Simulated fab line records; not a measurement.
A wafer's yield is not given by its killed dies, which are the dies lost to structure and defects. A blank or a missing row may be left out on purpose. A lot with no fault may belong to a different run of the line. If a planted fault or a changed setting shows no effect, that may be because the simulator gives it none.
Problem report, 8D (eight disciplines) form, completed by code | flow sky130 | the parts of the form that need people (team, actions taken, sign-off) are left out

## 1. WHAT IS WRONG
NWELL_2_TW at SKY_NWELL_TW_MEAS_26 reads a mean of 399.2 on 6 wafers of 2 lots; wafers without a fault read 495.8 with a standard deviation of 2.4. That puts it -40 standard deviations away from the usual mean.
First observed at day 9 17:01: wafer L886.1, on film metro-04. The record holds 39 wafers of 13 lots with a number at this step. By rule, "out" or "out of limits" means more than 4 standard deviations away from the usual mean. The rest of the wafers with a number are treated as sound.

## 2. WHAT THIS IS AND IS NOT
question                    | is                           | is not
which readings at this step | NWELL_2_TW                   | -
which lots                  | L886, L888                   | L869, L871, L874, L875, L876, L877, L878, L879, L880, L883, L892
which wafers of those lots  | all that have a number       | -
read on which gauges        | film metro-03, film metro-04 | film metro-02
when                        | from day 9 17:01             | up to then (30 sound wafers); but 3 sound wafers of L892 came after

## 3. THE SUSPECTS, EACH WITH WHAT RULES IT OUT
Counting: a tool stays on the suspect list if, at a process step up to the reading, it processed all lots that are out and no sound lot following the first of them.
- the gauge at SKY_NWELL_TW_MEAS_26 is ruled out. The wafers that are out were read on 2 gauges (film metro-03, film metro-04).
- implanter-02 at SKY_NWELL_IMPLANT_24: kept. Every lot that is out went through it, starting with L886 (day 9 16:46), and after that it ran no sound lot; the last sound lot it ran before then is L880 (day 8 01:28). Its own readings are out on those wafers: dose ions cm2, faraday current uA.
After counting, what remains is implanter-02 at SKY_NWELL_IMPLANT_24.

## 4. THE CAUSE (what the simulator had put in)
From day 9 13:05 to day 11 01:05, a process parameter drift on implanter-02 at SKY_NWELL_IMPLANT_24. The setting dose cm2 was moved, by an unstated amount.
Counting left only this tool.

## 5. SEQUENCE OF EFFECTS, ordered by route
Each row: a reading whose mean over the struck wafers that have a number lies more than 3 standard deviations from the usual. Scope: only readings with a usual standard deviation given in the record; hours: median across lots of the time from each lot's start at the first step in this table that gives one to its start at this step; sigmas: change in usual standard deviations.
hours | step                 | reading            | usual     | on struck wafers | change     | sigmas
0     | SKY_NWELL_IMPLANT_24 | dose ions cm2      | 9.199e+12 | 4.459e+12        | -4.740e+12 | -99 or more
0     | SKY_NWELL_IMPLANT_24 | faraday current uA | 51.8      | 25.1             | -26.7      | -27
0     | SKY_NWELL_TW_MEAS_26 | NWELL_2_TW         | 495.8     | 399.2            | -96.6      | -40
Its process steps:
- SKY_NWELL_IMPLANT_24
Later steps that measure or inspect, where all struck wafers having a row at the step show a number for every such reading and not one has moved that far: SKY_VT_ADJUST_NCORE_CD_MEAS_07.

## 6. WHAT WOULD HAVE CAUGHT IT SOONER
In this record the first reading out of limits at a measuring or inspecting step was taken at day 9 17:01, 4 hours after the fault began at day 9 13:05.
Tool's own readings at SKY_NWELL_IMPLANT_24, dose ions cm2, faraday current uA: out on all struck wafers the step has rows for; an alarm limit on them would have tripped on the first.
L888, from the lots that are out (2), started SKY_NWELL_IMPLANT_24 on implanter-02 later than day 9 17:01. A hold on the tool at that time would have spared it.
